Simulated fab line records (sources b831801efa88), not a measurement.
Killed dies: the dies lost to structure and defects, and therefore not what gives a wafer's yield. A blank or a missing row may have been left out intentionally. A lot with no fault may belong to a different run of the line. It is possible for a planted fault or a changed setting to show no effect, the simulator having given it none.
Chamber matching	flow sky130	SKY_SPACER_ETCHBACK_02 on rie diel-01: 4 sister chambers
The step etches Si3N4 in CH3F/O2, stops on SiO2, time 46.7 s, target depth 45 nm. 7 wafers are shown with their chamber, then 7 later ones without.

## WAFERS WITH THEIR CHAMBER
wafer	chamber	drypump motor current A (A)	ch3f flow sccm (sccm)
L665.2	3	5.6	39.89
L665.5	0	4.9	40.16
L667.1	3	5.5	39.93
L667.5	2	6.4	40.14
L667.6	1	6.2	39.89
L672.1	2	6.4	39.98
L672.2	1	6.2	39.84

## WAFERS WHOSE CHAMBER IS MISSING
wafer	drypump motor current A (A)	ch3f flow sccm (sccm)
L672.4	4.9	39.87
L673.4	6.4	40.01
L673.5	6.2	39.85
L673.6	6.4	39.99
L682.2	6.3	40.01
L682.3	5.5	40.02
L682.6	5.5	40.14

## WHICH CHAMBER EACH ONE RAN IN
wafer	from the rows above	in truth
L672.4	0	0
L673.4	2	2
L673.5	1	1
L673.6	2	2
L682.2	can't be placed: 2 or 1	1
L682.3	3	3
L682.6	3	3
Correct placement for 6 of the 7. Not placeable from these rows: 1 (in 1, the candidates include the true chamber). 0 placed wrongly.
How it was worked out, from the rows above alone: a wafer's distance from a chamber is the root of the sum, over the readings, of the square of ((its reading less the chamber's mean) divided by the reading's scatter). The wafer belongs to the nearest chamber; if the next one is less than 2 further off, it can't be placed. For every chamber, the mean is computed from those of its wafers that are shown. How the scatter is found: for the shown wafers, subtract from each reading the mean of its chamber, square and add these, divide the total by (wafers less chambers), then take the root.
